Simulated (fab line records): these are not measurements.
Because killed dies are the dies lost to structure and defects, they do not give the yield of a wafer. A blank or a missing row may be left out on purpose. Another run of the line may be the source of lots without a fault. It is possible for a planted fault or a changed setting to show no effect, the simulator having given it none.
Problem report, 8D (eight disciplines) form, completed by code	flow gf180mcu	the parts of the form that need people (team, actions taken, sign-off) are left out

## 1. WHAT WENT WRONG
Wafers without a fault read 89.20 s, standard deviation 0.12; run length s at GF_POLY_GATE_SOFTBAKE_06 reads a mean of 101.18 s on 3 wafers belonging to 2 lots. So: +99 or more standard deviations from the usual mean.
The step: time 60 s.
First seen on wafer L547.1, day 13 12:00, on litho track-03. The record holds 42 wafers of 14 lots with a number at this step. Rule for "out" (also "out of limits"): further than 4 standard deviations from the usual mean. All remaining wafers that have a number are taken as sound.

## 2. WHAT IT IS, AND WHAT IT ISN'T
question	is	is not
which readings at this step	run length s	plate temp C
which lots	L547, L548	L531, L532, L533, L534, L535, L538, L539, L540, L541, L545, L552, L554
which wafers of those lots	L547.1, L547.3, L548.3	L547.5, L548.5, L548.6
read on which tools	litho track-03	litho track-02, litho track-04
when	from day 13 12:00	up to then (31 sound wafers); but 8 sound wafers of L548, L552, L554 came after

## 3. THE SUSPECTS, EACH WITH WHAT RULES IT OUT
Counting: a tool at a process step up to the reading stays a suspect if it ran every lot that is out. Sound lots after the first of them don't rule it out here, since some wafers of a struck lot are sound.
- litho track-03 at GF_POLY_GATE_SOFTBAKE_06 (time 60 s): kept. Every lot that is out went through it, the first being L547 (day 13 12:00); the last sound lot it ran before that was L540 (day 11 06:00). Its own readings are out on those wafers: run length s.
Left after counting: litho track-03 at GF_POLY_GATE_SOFTBAKE_06.

## 4. THE CAUSE (what the simulator had put in)
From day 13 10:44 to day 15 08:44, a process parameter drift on litho track-03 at GF_POLY_GATE_SOFTBAKE_06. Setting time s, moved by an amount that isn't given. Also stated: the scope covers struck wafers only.
This tool alone remained once counting was done.

## 5. SEQUENCE OF EFFECTS, ordered by route
Each row: a reading whose mean over the struck wafers that have a number lies more than 3 standard deviations from the usual. Readings are gone through only where the record gives a usual standard deviation; hours: the median, over the lots, of the time from a lot's start at the first step in this table giving one to that lot's start at this step; sigmas: the change measured in usual standard deviations.
hours	step	reading	usual	on struck wafers	change	sigmas
0	GF_POLY_GATE_SOFTBAKE_06	run length s	89.20 s	101.18	+11.98	+99 or more
Here are the process steps it includes:
- GF_POLY_GATE_SOFTBAKE_06: time 60 s.
Later measuring or inspecting steps at which every struck wafer that the step has a row for has a number for every such reading, and none has moved that far: GF_HV_LDD_CD_MEAS_07, GF_HV_LDD_OVL_MEAS_08.

## 6. HOW IT WOULD HAVE BEEN CAUGHT EARLIER
In this record the first reading out of limits was taken at day 13 12:00, 1 hour after the fault began at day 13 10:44.
